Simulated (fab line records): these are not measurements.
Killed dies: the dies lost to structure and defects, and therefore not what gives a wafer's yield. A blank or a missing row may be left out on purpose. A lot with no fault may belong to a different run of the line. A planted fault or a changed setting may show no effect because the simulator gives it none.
fab line records	flow sky130
record: lots: 7	wafers: 21	last-day: 50
route steps=708 shown VIA1@470 PAD_OPEN@708
lots untouched by any fault: they come from a run of this same line in which no faults occurred
start-h: hours from the record's opening day to when the first of the lot's shown wafers began	wait-h: hours from the lot's prior step to this one	" identical to the entry in the row above	L1.1+2: a row that stands for several wafers	- either no value or no given start	* or withheld: withheld	< > ~ a bound
route shown NAME@n: NAME is a module with steps in the file, n the number in the route of the first one	usual: mean/standard deviation taken from wafers without a fault	same: alike in all rows	chamber/n: place in a boat	sites: per-site readings	_std_site: their standard deviation	_edge_site: mean of outer sites minus mean of inner sites	radius-mm: for every site, how far away it sits from the centre of the wafer	mask NAME#n: copy n	behind: the last tool/chamber to shape the wafer	hold: the reason the lot was held/the length of the hold in hours/how it ended	device: transistor that didn't switch, given as n, p or np	end of line: the same wafers' tests at the end of the route	a step without rows: its recipe alone	killed: dies lost to structure and defects at the first sort, not the wafer's yield	map: a wafer's dies, x killed, . not, _ none there
set.NAME: the setting the step ran with; set.NAME@STEP: the setting that earlier step ran with	model.NAME: the simulator's own value behind a step, which no gauge read
lots at selected steps of the route; one table per step, one row per wafer
services: the hour from which a tool's chamber was out of use, counted from the record's first day as start-h (under 0 if before that day), plus the number of hours and why
== steps ==
step: SKY_VIA1_CD_MEAS_12
recipe: target-cd-nm: 150
usual: cd-nm: 149.5/1.8
lot.wafer	tool	chamber	start-h	wait-h	cd-nm
L171.2	cd-sem-01	-	791.01	-	147.9
L171.5	"	-	"	"	151.9
L171.6	"	-	"	"	148.9
L178.3	cd-sem-01	-	891.61	-	149.6
L178.4	"	-	"	"	149.5
L178.6	"	-	"	"	150.6
L186.1	cd-sem-02	-	912.32	-	149.5
L186.3	"	-	"	"	149.9
L186.5	"	-	"	"	149.0
L187.2	cd-sem-02	-	913.84	-	153.8
L187.4	"	-	"	"	154.2
L187.6	"	-	"	"	153.7
L188.1	cd-sem-01	-	917.23	-	148.9
L188.3	"	-	"	"	147.4
L188.6	"	-	"	"	147.4
L192.2	cd-sem-01	-	972.91	-	147.8
L192.4	"	-	"	"	147.7
L192.6	"	-	"	"	148.4
L193.2	cd-sem-01	-	973.34	-	149.0
L193.5	"	-	"	"	148.3
L193.6	"	-	"	"	149.7
step: SKY_VIA1_OVL_MEAS_13
usual: VIA1_OVL: -3/5
lot.wafer	tool	chamber	start-h	wait-h	VIA1_OVL[nm]
L171.2	overlay-01	-	791.11	0.1	5
L171.5	"	-	"	"	-5
L171.6	"	-	"	"	0
L178.3	overlay-01	-	891.70	0.1	-7
L178.4	"	-	"	"	-10
L178.6	"	-	"	"	-6
L186.1	overlay-01	-	912.44	0.1	-14
L186.3	"	-	"	"	-4
L186.5	"	-	"	"	-10
L187.2	overlay-01	-	913.94	0.1	-7
L187.4	"	-	"	"	-6
L187.6	"	-	"	"	2
L188.1	overlay-01	-	917.35	0.1	0
L188.3	"	-	"	"	-4
L188.6	"	-	"	"	7
L192.2	overlay-02	-	973.01	0.1	5
L192.4	"	-	"	"	-4
L192.6	"	-	"	"	1
L193.2	overlay-01	-	973.44	0.1	-3
L193.5	"	-	"	"	2
L193.6	"	-	"	"	-3
step: SKY_VIA1_ETCH_14
recipe: chemistry: N2/H2	target: BARC	ion-energy-ev: 200	source-w: 500	bias-w: 100	pressure-mtorr: 30	n2-flow-sccm: 100	h2-flow-sccm: 200	stop-on: SiO2	time-s: 45.9	target-depth-a: 600
usual: bias-w: 100.00/0.26	drypump-motor-current-A: 5.6/0.49	oes-product-au: 0.854/0.0046	throttle-valve-pct: 13.225/0.0096
lot.wafer	tool	chamber	start-h	wait-h	bias-w	drypump-motor-current-A	oes-product-au	rf-hours-counter-h	throttle-valve-pct
L171.2	rie-diel-01	3	791.14	0.0	99.86	5.3	0.859	9	13.212
L171.5	"	1	"	"	100.13	5.7	0.860	-	13.226
L171.6	"	2	"	"	99.67	5.9	0.859	-	13.217
L178.3	rie-diel-04	2	891.72	0.0	99.76	6.4	0.855	18	13.215
L178.4	"	1	"	"	100.28	5.6	0.854	10	13.226
L178.6	"	2	"	"	100.23	6.4	0.857	-	13.235
L186.1	rie-diel-04	2	912.47	0.0	100.29	6.4	0.857	19	13.238
L186.3	"	0	"	"	100.07	4.9	0.859	21	13.229
L186.5	"	2	"	"	100.31	6.4	0.860	-	13.229
L187.2	rie-diel-01	1	913.97	0.0	99.89	5.7	0.849	19	13.238
L187.4	"	2	"	"	99.91	5.8	0.852	11	13.225
L187.6	"	1	"	"	99.85	5.7	0.855	-	13.231
L188.1	rie-diel-01	1	917.39	0.0	99.71	5.7	0.854	19	13.205
L188.3	"	2	"	"	99.97	5.8	0.851	11	13.229
L188.6	"	2	"	"	99.74	5.8	0.856	-	13.216
L192.2	rie-diel-01	0	973.04	0.0	99.66	5.5	0.854	10	13.220
L192.4	"	3	"	"	100.20	5.3	0.858	13	13.222
L192.6	"	0	"	"	99.80	5.5	0.852	-	13.224
L193.2	rie-diel-02	2	973.47	0.0	100.34	4.8	0.850	20	13.231
L193.5	"	1	"	"	100.05	5.5	0.852	-	13.240
L193.6	"	0	"	"	99.29	6.6	0.849	-	13.243
step: SKY_VIA1_ETCH_15
recipe: target: SiO2	chemistry: C4F8/O2/Ar	target-depth-nm: 351	stop-on: TiN	mask-material: KrF-thick	source-w: 1500	bias-w: 1200	pressure-mtorr: 40	c4f8-flow-sccm: withheld	O2_flow_sccm: 6	Ar_flow_sccm: 300	time-s: 54
usual: bias-w: 1200/4	oes-product-au: 0.980/0.0077
lot.wafer	tool	chamber	start-h	wait-h	bias-w	oes-product-au
L171.2	rie-diel-01	3	791.18	0.0	1200	0.982
L171.5	"	1	"	"	1192	0.967
L171.6	"	2	"	"	1197	0.990
L178.3	rie-diel-04	2	891.76	0.0	1196	0.969
L178.4	"	1	"	"	1203	0.981
L178.6	"	2	"	"	1199	0.967
L186.1	rie-diel-04	2	912.51	0.0	1199	0.970
L186.3	"	0	"	"	1199	0.980
L186.5	"	2	"	"	1195	0.970
L187.2	rie-diel-01	1	914.01	0.0	1199	0.975
L187.4	"	2	"	"	1200	0.984
L187.6	"	1	"	"	1195	0.980
L188.1	rie-diel-01	1	917.43	0.0	1200	0.987
L188.3	"	2	"	"	1196	0.986
L188.6	"	2	"	"	1204	0.980
L192.2	rie-diel-01	0	973.09	0.0	1202	0.980
L192.4	"	3	"	"	1201	0.983
L192.6	"	0	"	"	1205	0.989
L193.2	rie-diel-02	2	973.52	0.0	1203	0.982
L193.5	"	1	"	"	1202	0.978
L193.6	"	0	"	"	1199	0.988
step: SKY_VIA1_STRIP_16
recipe: chemistry: O2/N2	power-w: 1400	pressure-mtorr: 1500	platen-temp-c: withheld	o2-flow-sccm: 3000	n2-flow-sccm: 300	overash-fraction: 0.5
usual: drypump-motor-current-A: 5.5/0.45	oes-product-au: 0.416/0.0047	strip-time-to-endpoint-s: 4.46/0.033
lot.wafer	tool	chamber	start-h	wait-h	drypump-motor-current-A	oes-product-au	rf-hours-counter-h	strip-time-to-endpoint-s
L171.2	plasma-asher-04	1	791.23	0.0	6.2	0.422	101	4.50
L171.5	"	1	"	"	6.2	0.420	-	4.49
L171.6	"	0	"	"	5.9	0.414	-	4.47
L178.3	plasma-asher-04	1	891.84	0.1	6.2	0.413	-	4.48
L178.4	"	0	"	"	5.9	0.411	-	4.43
L178.6	"	1	"	"	6.2	0.415	-	4.49
L186.1	plasma-asher-01	1	912.56	0.0	5.0	0.418	77	4.50
L186.3	"	0	"	"	5.5	0.409	-	4.47
L186.5	"	0	"	"	5.5	0.418	-	4.52
L187.2	plasma-asher-01	0	914.06	0.0	5.5	0.425	78	4.48
L187.4	"	0	"	"	5.5	0.411	-	4.45
L187.6	"	0	"	"	5.5	0.413	-	4.50
L188.1	plasma-asher-01	1	917.48	0.0	5.0	0.418	78	4.44
L188.3	"	0	"	"	5.5	0.420	-	4.42
L188.6	"	0	"	"	5.5	0.424	-	4.43
L192.2	plasma-asher-02	0	973.13	0.0	5.5	0.417	57	4.47
L192.4	"	0	"	"	5.5	0.410	-	4.48
L192.6	"	0	"	"	5.5	0.420	-	4.47
L193.2	plasma-asher-01	1	973.56	0.0	5.0	0.417	83	4.42
L193.5	"	0	"	"	5.5	0.416	-	4.47
L193.6	"	1	"	"	5.0	0.420	-	4.45
step: SKY_VIA1_STRIP_17
recipe: chemistry: post-etch-residue-remover	time-s: 1200	temp-c: 72.5
step: SKY_VIA1_CLEAN_18
recipe: chemistry: IPA	time-s: 180	temp-c: 25
step: SKY_VIA1_CLEAN_19
recipe: chemistry: O3/DIW	dry: n2-spin
step: SKY_VIA1_SPUTTER_20
recipe: material: TiN	target-thk-nm: 20	chamber-pressure-pa: 5	power-w: 4000	time-s: 80
usual: throttle-valve-pct: 30.1/1.1
lot.wafer	tool	chamber	start-h	wait-h	throttle-valve-pct
L171.2	pvd-sputter-03	-	791.82	0.0	29.1
L171.5	"	-	"	"	32.1
L171.6	"	-	"	"	29.4
L178.3	pvd-sputter-01	-	892.43	0.0	31.8
L178.4	"	-	"	"	29.9
L178.6	"	-	"	"	29.9
L186.1	pvd-sputter-03	-	913.15	0.0	29.1
L186.3	"	-	"	"	31.0
L186.5	"	-	"	"	30.8
L187.2	pvd-sputter-02	-	914.65	0.0	28.9
L187.4	"	-	"	"	29.7
L187.6	"	-	"	"	29.3
L188.1	pvd-sputter-01	-	918.07	0.0	29.6
L188.3	"	-	"	"	29.9
L188.6	"	-	"	"	31.7
L192.2	pvd-sputter-01	-	973.72	0.0	29.6
L192.4	"	-	"	"	29.8
L192.6	"	-	"	"	29.5
L193.2	pvd-sputter-03	-	974.22	0.0	32.1
L193.5	"	-	"	"	30.9
L193.6	"	-	"	"	32.2
step: SKY_VIA1_CVD_21
recipe: material: W	target-thk-nm: 270	time-s: 80.902	temp-c: 400	pressure-torr: 40
usual: chamber-pressure-Torr: 40.00/0.08	heater-power-w: 830/53
lot.wafer	tool	chamber	start-h	wait-h	chamber-pressure-Torr	heater-power-w
L171.2	cvd-w-01	0	791.88	0.0	39.88	797
L171.5	"	0	"	"	39.92	781
L171.6	"	1	"	"	40.01	947
L178.3	cvd-w-01	0	892.53	0.1	40.05	796
L178.4	"	1	"	"	39.94	937
L178.6	"	1	"	"	39.95	924
L186.1	cvd-w-02	0	913.21	0.0	39.81	841
L186.3	"	1	"	"	39.97	800
L186.5	"	1	"	"	39.94	801
L187.2	cvd-w-02	1	914.71	0.0	40.03	790
L187.4	"	1	"	"	39.96	787
L187.6	"	0	"	"	39.88	834
L188.1	cvd-w-01	1	918.13	0.0	39.90	878
L188.3	"	1	"	"	40.01	840
L188.6	"	1	"	"	40.07	840
L192.2	cvd-w-02	1	973.79	0.0	40.12	802
L192.4	"	1	"	"	39.96	801
L192.6	"	0	"	"	40.13	850
L193.2	cvd-w-02	1	974.28	0.0	39.97	793
L193.5	"	1	"	"	39.97	790
L193.6	"	0	"	"	39.90	838
step: SKY_VIA1_RS_MEAS_22
recipe: thk-meas-gauge: four-point-probe	reads: W_of_VIA1_CVD_21+TiN_of_VIA1_SPUTTER_20
usual: VIA1_W_RS: 0.428/0.0053
lot.wafer	tool	chamber	start-h	wait-h	VIA1_W_RS[ohm/sq]
L171.2	film-metro-03	-	792.00	0.1	0.426
L171.5	"	-	"	"	0.422
L171.6	"	-	"	"	0.427
L178.3	film-metro-04	-	892.63	0.1	0.427
L178.4	"	-	"	"	0.426
L178.6	"	-	"	"	0.426
L186.1	film-metro-01	-	913.31	0.1	0.431
L186.3	"	-	"	"	0.431
L186.5	"	-	"	"	0.435
L187.2	film-metro-03	-	914.83	0.1	0.435
L187.4	"	-	"	"	0.430
L187.6	"	-	"	"	0.426
L188.1	film-metro-01	-	918.22	0.1	0.435
L188.3	"	-	"	"	0.440
L188.6	"	-	"	"	0.440
L192.2	film-metro-03	-	973.90	0.1	0.434
L192.4	"	-	"	"	0.434
L192.6	"	-	"	"	0.427
L193.2	film-metro-01	-	974.39	0.1	0.429
L193.5	"	-	"	"	0.433
L193.6	"	-	"	"	0.426
step: SKY_VIA1_THK_MEAS_23
recipe: thk-meas-gauge: xrf	reads: W_of_VIA1_CVD_21
usual: VIA1_W_THK: 266/3.5
lot.wafer	tool	chamber	start-h	wait-h	VIA1_W_THK[nm]
L171.2	film-metro-03	-	792.11	0.1	268
L171.5	"	-	"	"	270
L171.6	"	-	"	"	267
L178.3	film-metro-04	-	892.73	0.1	267
L178.4	"	-	"	"	270
L178.6	"	-	"	"	269
L186.1	film-metro-01	-	913.43	0.1	267
L186.3	"	-	"	"	266
L186.5	"	-	"	"	263
L187.2	film-metro-03	-	914.94	0.1	261
L187.4	"	-	"	"	265
L187.6	"	-	"	"	267
L188.1	film-metro-01	-	918.34	0.1	264
L188.3	"	-	"	"	261
L188.6	"	-	"	"	261
L192.2	film-metro-03	-	974.01	0.1	260
L192.4	"	-	"	"	259
L192.6	"	-	"	"	265
L193.2	film-metro-01	-	974.50	0.1	263
L193.5	"	-	"	"	262
L193.6	"	-	"	"	264
step: SKY_VIA1_CMP_24
recipe: stop-on: SiO2	t-overpolish-s: 15	down-force-psi: 3.5	platen-rpm: 60	target-thk-nm: 0	pad-velocity-m-s: 0.94248
usual: edge-zone-pressure-frac: 1.001/0.0049	head-pressure-psi: 3.501/0.0082	motor-current-A: 10.6/0.67	overpolish-run-s: 15.000/0.0086	slurry-flow-ml-min: 150.0/0.48	time-to-endpoint-s: 64.7/2.9
lot.wafer	tool	chamber	start-h	wait-h	edge-zone-pressure-frac	head-pressure-psi	motor-current-A	overpolish-run-s	slurry-flow-ml-min	time-to-endpoint-s	model.W_of_VIA1_CVD_21.thk-nm	model.SiO2_of_VIA1_HDPCVD_00.thk-nm
L171.2	cmp-01	2	792.16	0.0	0.996	3.501	9.6	15.012	150.6	64.9	0	343.2
L171.6	"	2	"	"	0.996	3.492	10.2	15.017	149.6	67.9	0	342.1
L171.5	"	3	"	"	1.004	3.509	11.1	15.006	150.1	68.5	0	342.5
L178.3	cmp-02	3	892.77	0.0	1.000	3.482	10.4	15.003	149.7	69.6	0	340.4
L178.4	"	2	"	"	1.005	3.511	9.7	15.006	149.5	66.6	0	341.2
L178.6	"	3	"	"	1.003	3.505	10.5	14.994	150.2	67.3	0	342.2
L186.1	cmp-01	2	913.49	0.1	-	-	-	-	-	-	267.4	345
L186.3	"	1	"	"	-	-	-	-	-	-	267	344
L186.5	"	2	"	"	-	-	-	-	-	-	264.6	344.7
L187.2	cmp-01	2	915.09	0.1	-	-	-	-	-	-	264	344.5
L187.4	"	3	"	"	-	-	-	-	-	-	267.1	345.8
L187.6	"	0	"	"	-	-	-	-	-	-	270	343.3
L188.3	cmp-01	0	918.45	0.1	-	-	-	-	-	-	262.2	344
L188.1	"	1	"	"	-	-	-	-	-	-	264.6	345.2
L188.6	"	0	"	"	-	-	-	-	-	-	261.9	345.5
L192.2	cmp-02	2	974.06	0.0	0.998	3.496	9.1	14.999	149.8	63.6	0	341.6
L192.4	"	3	"	"	0.998	3.500	10.8	14.989	150.7	64.4	0	340.9
L192.6	"	3	"	"	0.997	3.509	10.4	15.012	150.0	64.7	0	341.6
L193.2	cmp-02	2	974.60	0.1	0.999	3.488	9.7	15.009	149.9	63.9	0	343.4
L193.6	"	1	"	"	1.003	3.490	10.3	15.002	148.8	64.2	0	341.8
L193.5	"	2	"	"	0.994	3.505	9.5	15.013	150.5	66.7	0	342.4
step: SKY_PAD_OPEN_PROBE_99
usual: defect-limited-yield: 82.5/2	killed_at_M0_to_M3: 43/7.3	killed_at_M4_up: 3.5/2.2	killed-at-contacts: 24/5.3	killed-at-front-end: 15/4.2	killed-at-other: 0.3/0.67	killed-dies: 86/9.8	killed-on-rim: 17/3.8	killed-open: 47/7.2	killed-short: 39/6.5	sort_bin_3_pad_short: 0.9/0.42	sort_bin_5_function: 10.4/1.5	sort_bin_6_memory: 6.3/1.2	sort-n-pass: 406/9.9	sort-yield-pct: 82.5/2
same: gross-dies: 492	killed-at-back-side: 0	sort_bin_4_leakage[%]: 0	sort_bin_8_speed[%]: 0
lot.wafer	tool	chamber	start-h	wait-h	defect-limited-yield[%]	killed_at_M0_to_M3	killed_at_M4_up	killed-at-contacts	killed-at-front-end	killed-at-other	killed-dies	killed-on-rim	killed-open	killed-short	sort_bin_3_pad_short[%]	sort_bin_5_function[%]	sort_bin_6_memory[%]	sort-n-pass	sort-yield-pct[%]
L171.2	prober-02	-	1077.07	0.1	84.1	36	5	20	15	2	78	15	42	36	0.8	9.1	5.9	414	84.1
L171.5	prober-02	-	1077.22	0.2	80.7	43	2	35	15	0	95	18	54	41	1.2	11.8	6.3	397	80.7
L171.6	prober-02	-	1077.27	0.2	83.1	43	5	23	12	0	83	22	44	39	1.0	10.0	5.9	409	83.1
L178.3	prober-02	-	1150.60	0.2	80.1	51	6	23	16	2	98	23	60	36	0.4	11.8	7.7	394	80.1
L178.4	prober-02	-	1150.65	0.2	84.1	25	4	26	23	0	78	8	45	33	0.4	10.4	5.1	414	84.1
L178.6	prober-02	-	1150.75	0.2	81.5	49	2	26	13	1	91	17	57	34	0.4	11.2	6.9	401	81.5
L186.1	prober-01	-	1168.40	0.1	0	451	2	20	19	0	492	96	49	35	83.7	9.8	6.5	0	0
L186.3	prober-01	-	1168.50	0.2	0	442	5	23	22	0	492	96	54	39	81.7	10.0	8.3	0	0
L186.5	prober-01	-	1168.60	0.2	0	446	1	33	11	1	492	96	54	33	82.5	10.6	6.9	0	0
L187.2	prober-02	-	1169.95	0.1	0	444	6	19	23	0	492	96	50	40	82.3	10.6	7.1	0	0
L187.4	prober-02	-	1170.05	0.2	0	458	2	22	10	0	492	96	38	37	85.6	8.5	5.9	0	0
L187.6	prober-02	-	1170.15	0.2	0	454	3	23	12	0	492	96	47	28	85.6	8.3	6.1	0	0
L188.1	prober-01	-	1171.40	0.1	0	454	4	26	8	0	492	96	41	50	83.3	10.6	6.1	0	0
L188.3	prober-01	-	1171.50	0.2	0	447	2	30	12	1	492	96	45	31	85.4	10.6	4.1	0	0
L188.6	prober-01	-	1171.65	0.2	0	455	2	20	15	0	492	96	45	34	84.3	9.8	5.9	0	0
L193.2	prober-01	-	1207.09	0.1	80.5	54	0	26	16	0	96	16	49	44	1.0	11.0	7.5	396	80.5
L193.5	prober-01	-	1207.24	0.2	80.9	49	2	26	17	0	94	19	57	37	0.4	9.8	8.9	398	80.9
L193.6	prober-01	-	1207.29	0.2	81.1	39	3	30	21	0	93	13	52	39	2.0	11.4	5.5	399	81.1
killed by level:class
L171.2 VIA1:geometric-particle:open=9 VIA3:geometric-particle:open=7 LI_CONTACT:geometric-particle:open=6 LOCAL_INTERCONNECT:geometric-particle:short=6 FIELD_ISO:geometric-particle:short=5 CONTACT:geometric-particle:open=5 METAL1:geometric-particle:short=4 METAL3:geometric-particle:short=4
L171.5 CONTACT:geometric-particle:open=12 VIA1:geometric-particle:open=11 LI_CONTACT:geometric-particle:open=8 CONTACT:geometric-particle:short=8 METAL1:geometric-particle:short=7 METAL1:geometric-particle:open=6 LOCAL_INTERCONNECT:geometric-particle:short=5 FIELD_ISO:geometric-particle:open=4
L171.6 VIA1:geometric-particle:open=13 CONTACT:geometric-particle:open=7 FIELD_ISO:geometric-particle:short=6 CONTACT:geometric-particle:short=6 VIA2:geometric-particle:open=6 METAL1:geometric-particle:short=5 VIA1:geometric-particle:short=5 LI_CONTACT:geometric-particle:open=4
L178.3 VIA3:geometric-particle:open=11 VIA1:geometric-particle:open=11 LI_CONTACT:geometric-particle:open=9 CONTACT:geometric-particle:open=7 FIELD_ISO:geometric-particle:open=6 VIA2:geometric-particle:open=6 FIELD_ISO:geometric-particle:short=5 METAL2:geometric-particle:short=5
L178.4 FIELD_ISO:geometric-particle:open=9 CONTACT:geometric-particle:open=9 LI_CONTACT:geometric-particle:open=8 CONTACT:geometric-particle:short=6 VIA3:geometric-particle:open=6 FIELD_ISO:geometric-particle:short=5 METAL2:geometric-particle:short=4 VIA1:geometric-particle:open=3
L178.6 VIA1:geometric-particle:open=16 CONTACT:geometric-particle:open=11 VIA1:geometric-particle:short=8 VIA3:geometric-particle:open=7 LI_CONTACT:geometric-particle:open=6 FIELD_ISO:geometric-particle:open=5 VIA2:geometric-particle:open=5 METAL1:geometric-particle:short=4
L186.1 VIA1:area-cmp=408 VIA1:geometric-particle:open=17 CONTACT:geometric-particle:open=7 FIELD_ISO:geometric-particle:open=5 VIA3:geometric-particle:open=5 VIA2:geometric-particle:open=5 POLY_GATE:geometric-particle:short=4 LOCAL_INTERCONNECT:geometric-particle:short=4
L186.3 VIA1:area-cmp=399 VIA1:geometric-particle:open=15 FIELD_ISO:geometric-particle:open=8 CONTACT:geometric-particle:open=8 VIA3:geometric-particle:open=5 POLY_GATE:geometric-particle:short=5 POLY_GATE:geometric-particle:open=5 LOCAL_INTERCONNECT:geometric-particle:short=5
L186.5 VIA1:area-cmp=405 VIA1:geometric-particle:open=13 CONTACT:geometric-particle:open=12 CONTACT:geometric-particle:short=10 METAL1:geometric-particle:short=6 VIA3:geometric-particle:open=6 LI_CONTACT:geometric-particle:open=5 VIA2:geometric-particle:open=5
L187.2 VIA1:area-cmp=402 VIA1:geometric-particle:open=12 VIA2:geometric-particle:open=7 FIELD_ISO:geometric-particle:short=6 LI_CONTACT:geometric-particle:open=6 METAL3:geometric-particle:short=6 VIA3:geometric-particle:open=6 POLY_GATE:geometric-particle:open=5
L187.4 VIA1:area-cmp=417 CONTACT:geometric-particle:open=11 VIA1:geometric-particle:open=8 LOCAL_INTERCONNECT:geometric-particle:short=5 VIA1:geometric-particle:short=5 VIA2:geometric-particle:open=5 METAL2:geometric-particle:short=4 VIA2:geometric-particle:short=4
L187.6 VIA1:area-cmp=417 VIA1:geometric-particle:open=14 CONTACT:geometric-particle:open=9 LI_CONTACT:geometric-particle:open=6 POLY_GATE:geometric-particle:open=5 METAL1:geometric-particle:short=5 CONTACT:geometric-particle:short=4 VIA2:geometric-particle:open=4
L188.1 VIA1:area-cmp=401 VIA1:geometric-particle:open=8 VIA2:geometric-particle:open=7 VIA1:geometric-particle:short=7 CONTACT:geometric-particle:open=6 METAL1:geometric-particle:short=6 VIA3:geometric-particle:open=6 LI_CONTACT:geometric-particle:short=5
L188.3 VIA1:area-cmp=416 VIA1:geometric-particle:open=10 CONTACT:geometric-particle:open=10 LI_CONTACT:geometric-particle:open=8 LOCAL_INTERCONNECT:geometric-particle:short=5 FIELD_ISO:geometric-particle:open=4 POLY_GATE:geometric-particle:short=4 VIA3:geometric-particle:short=4
L188.6 VIA1:area-cmp=413 CONTACT:geometric-particle:open=9 LI_CONTACT:geometric-particle:open=7 VIA1:geometric-particle:open=7 VIA2:geometric-particle:open=6 METAL1:geometric-particle:short=6 POLY_GATE:geometric-particle:open=5 POLY_GATE:geometric-particle:short=5
L193.2 CONTACT:geometric-particle:open=12 VIA1:geometric-particle:short=10 VIA1:geometric-particle:open=10 METAL2:geometric-particle:short=9 VIA2:geometric-particle:open=7 LOCAL_INTERCONNECT:geometric-particle:short=5 VIA3:geometric-particle:open=5 POLY_GATE:geometric-particle:open=4
L193.5 VIA1:geometric-particle:open=14 VIA3:geometric-particle:open=11 LI_CONTACT:geometric-particle:open=7 CONTACT:geometric-particle:open=7 VIA1:geometric-particle:short=7 CONTACT:geometric-particle:short=6 VIA2:geometric-particle:open=6 METAL2:geometric-particle:short=5
L193.6 CONTACT:geometric-particle:open=12 VIA2:geometric-particle:open=10 VIA1:geometric-particle:open=9 CONTACT:geometric-particle:short=8 FIELD_ISO:geometric-particle:open=5 LOCAL_INTERCONNECT:geometric-particle:short=5 METAL1:geometric-particle:short=5 VIA3:geometric-particle:short=4
map L186.1 (x killed, . not)
__________xxxxxxxxxx_________
________xxxxxxxxxxxxxx_______
______xxxxxxxxxxxxxxxxxx_____
_____xxxxxxxxxxxxxxxxxxxx____
____xxxxxxxxxxxxxxxxxxxxxx___
___xxxxxxxxxxxxxxxxxxxxxxxx__
__xxxxxxxxxxxxxxxxxxxxxxxxxx_
_xxxxxxxxxxxxxxxxxxxxxxxxxxxx
_xxxxxxxxxxxxxxxxxxxxxxxxxxxx
_xxxxxxxxxxxxxxxxxxxxxxxxxxxx
_xxxxxxxxxxxxxxxxxxxxxxxxxxxx
_xxxxxxxxxxxxxxxxxxxxxxxxxxxx
_xxxxxxxxxxxxxxxxxxxxxxxxxxxx
_xxxxxxxxxxxxxxxxxxxxxxxxxxxx
_xxxxxxxxxxxxxxxxxxxxxxxxxxxx
__xxxxxxxxxxxxxxxxxxxxxxxxxx_
___xxxxxxxxxxxxxxxxxxxxxxxx__
____xxxxxxxxxxxxxxxxxxxxxx___
_____xxxxxxxxxxxxxxxxxxxx____
______xxxxxxxxxxxxxxxxxx_____
________xxxxxxxxxxxxxx_______
__________xxxxxxxxxx_________
map L187.2 (x killed, . not)
__________xxxxxxxxxx_________
________xxxxxxxxxxxxxx_______
______xxxxxxxxxxxxxxxxxx_____
_____xxxxxxxxxxxxxxxxxxxx____
____xxxxxxxxxxxxxxxxxxxxxx___
___xxxxxxxxxxxxxxxxxxxxxxxx__
__xxxxxxxxxxxxxxxxxxxxxxxxxx_
_xxxxxxxxxxxxxxxxxxxxxxxxxxxx
_xxxxxxxxxxxxxxxxxxxxxxxxxxxx
_xxxxxxxxxxxxxxxxxxxxxxxxxxxx
_xxxxxxxxxxxxxxxxxxxxxxxxxxxx
_xxxxxxxxxxxxxxxxxxxxxxxxxxxx
_xxxxxxxxxxxxxxxxxxxxxxxxxxxx
_xxxxxxxxxxxxxxxxxxxxxxxxxxxx
_xxxxxxxxxxxxxxxxxxxxxxxxxxxx
__xxxxxxxxxxxxxxxxxxxxxxxxxx_
___xxxxxxxxxxxxxxxxxxxxxxxx__
____xxxxxxxxxxxxxxxxxxxxxx___
_____xxxxxxxxxxxxxxxxxxxx____
______xxxxxxxxxxxxxxxxxx_____
________xxxxxxxxxxxxxx_______
__________xxxxxxxxxx_________
== services ==
tool	chamber	start-h	hours	kind
rie-diel-01	2	770.39	16.4	repair
cmp-01	-	778.52	1.0	repair
cmp-01	-	784.29	2.1	repair
rie-diel-04	0	795.33	1.7	repair
cmp-01	-	803.91	3.7	repair
cmp-02	-	805.37	0.3	repair
pvd-sputter-01	-	810.40	0.5	repair
rie-diel-01	3	812.25	5.1	repair
cmp-01	-	825.16	14.5	repair
cmp-01	-	825.52	4.3	repair
pvd-sputter-03	-	827.79	2.2	repair
cvd-w-02	-	861.30	0.8	repair
plasma-asher-01	-	865.53	14.6	pm
cmp-01	-	867.25	2.5	repair
cmp-02	-	879.76	5.4	pm
pvd-sputter-03	-	884.65	4.8	repair
rie-diel-04	-	885.99	0.4	repair
cvd-w-02	-	918.01	2.8	pm
cmp-01	-	919.87	3.5	pm
rie-diel-01	-	928.92	14.6	pm
cmp-01	-	931.72	4.6	repair
cvd-w-02	-	934.32	0.6	repair
rie-diel-04	-	941.30	7.8	repair
rie-diel-04	0	953.61	4.9	repair
== key ==
first-sign: step: SKY_VIA1_CMP_24	reading: tool-record	direction: missing
effect: step: SKY_PAD_OPEN_PROBE_99	reading: sort_bin_3_pad_short	direction: up	sigmas: 99+	usual: 0.9	struck: 83.8
model-effect: step: SKY_VIA1_CMP_24	value: W_of_VIA1_CVD_21.thk-nm	without: 0	struck: 265.4
more-kills-born-at: SKY_VIA1_CMP_24@cmp-01: 3660
met-at SKY_VIA1_CMP_24
struck-wafers L186.1,L186.3,L186.5,L187.2,L187.4,L187.6,L188.1,L188.3,L188.6
later-rows-left-out L186.1,L186.3,L186.5,L187.2,L187.4,L187.6,L188.1,L188.3,L188.6
onset-between 792.16 913.49
fault: kind: skipped-step-whole	tool: cmp-01	chamber: -	onset-h: 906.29	steps: SKY_VIA1_CMP_24	scope: struck-lots-only
later-rows-left-out: the simulator's readings of these wafers behind a module that went badly wrong aren't trusted and aren't shown, but for the sort
